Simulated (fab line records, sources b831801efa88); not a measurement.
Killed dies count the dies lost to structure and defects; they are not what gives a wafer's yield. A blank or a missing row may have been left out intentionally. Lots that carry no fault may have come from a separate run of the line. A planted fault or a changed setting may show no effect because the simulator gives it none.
Code-filled problem report in 8D (eight disciplines) form + flow sky130 + the parts of the form that need people (team, actions taken, sign-off) are left out

1. WHAT WENT WRONG
Mean of beam-energy-keV at SKY_LDD_LDN_IMPLANT_10: 15.721 across 6 wafers in 2 lots; on wafers with no fault it is 15.001 (standard deviation 0.0052). That is +99 or more standard deviations from the usual mean.
First observed at day 25 09:35: wafer L534.1, on implanter-01. Wafers with a number at this step in the record: 18, from 6 lots. Rule for "out", or "out of limits": more than 4 standard deviations from the usual mean. The other wafers with a number count as sound.

2. WHAT IT IS AND WHAT IT IS NOT
| question                    | is                     | is not                                                                         |
|-----------------------------|------------------------|--------------------------------------------------------------------------------|
| which readings at this step | beam-energy-keV        | -                                                                              |
| which lots                  | L534, L537             | L532, L536, L548, L549                                                         |
| which wafers of those lots  | all that have a number | -                                                                              |
| read on which tools         | implanter-01           | implanter-03                                                                   |
| when                        | from day 25 09:35      | up to then (3 sound wafers); but 9 sound wafers of L536, L548, L549 came after |

3. SUSPECTS, AND WHAT RULES EACH OUT
Counting: a tool stays on the suspect list if, at a process step up to the reading, it processed all lots that are out and no sound lot following the first of them.
- plasma-asher-02 at SKY_LDD_HVP_STRIP_09 (strips in O2/N2): kept. It ran every lot that is out, first L534 (day 24 03:07), and no sound lot after that.
- implanter-01 at SKY_LDD_LDN_IMPLANT_10: ruled out as a lasting fault. After its first lot that is out, L534 (day 25 09:35), sound lots L548, L549 ran on it.
The count leaves plasma-asher-02 at SKY_LDD_HVP_STRIP_09.

4. THE CAUSE (what the simulator had put in)
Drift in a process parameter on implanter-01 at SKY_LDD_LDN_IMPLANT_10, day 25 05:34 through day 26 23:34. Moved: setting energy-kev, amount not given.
Counting ruled it out, wrongly.

5. THE EFFECT CHAIN, in route order
Each row: a reading whose mean over the struck wafers that have a number lies more than 3 standard deviations from the usual. Readings are gone through only where the record gives a usual standard deviation; hours: the median, over the lots, of the time from a lot's start at the first step in this table giving one to that lot's start at this step; sigmas: the change measured in usual standard deviations.
| hours | step                   | reading         | usual  | on struck wafers | change | sigmas      |
|-------|------------------------|-----------------|--------|------------------|--------|-------------|
| 0     | SKY_LDD_LDN_IMPLANT_10 | beam-energy-keV | 15.001 | 15.721           | +0.720 | +99 or more |
Its process steps:
- SKY_LDD_LDN_IMPLANT_10

6. HOW IT WOULD HAVE BEEN CAUGHT EARLIER
4 hours passed between the start of the fault at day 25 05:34 and the first reading out of limits in this record, taken at day 25 09:35.
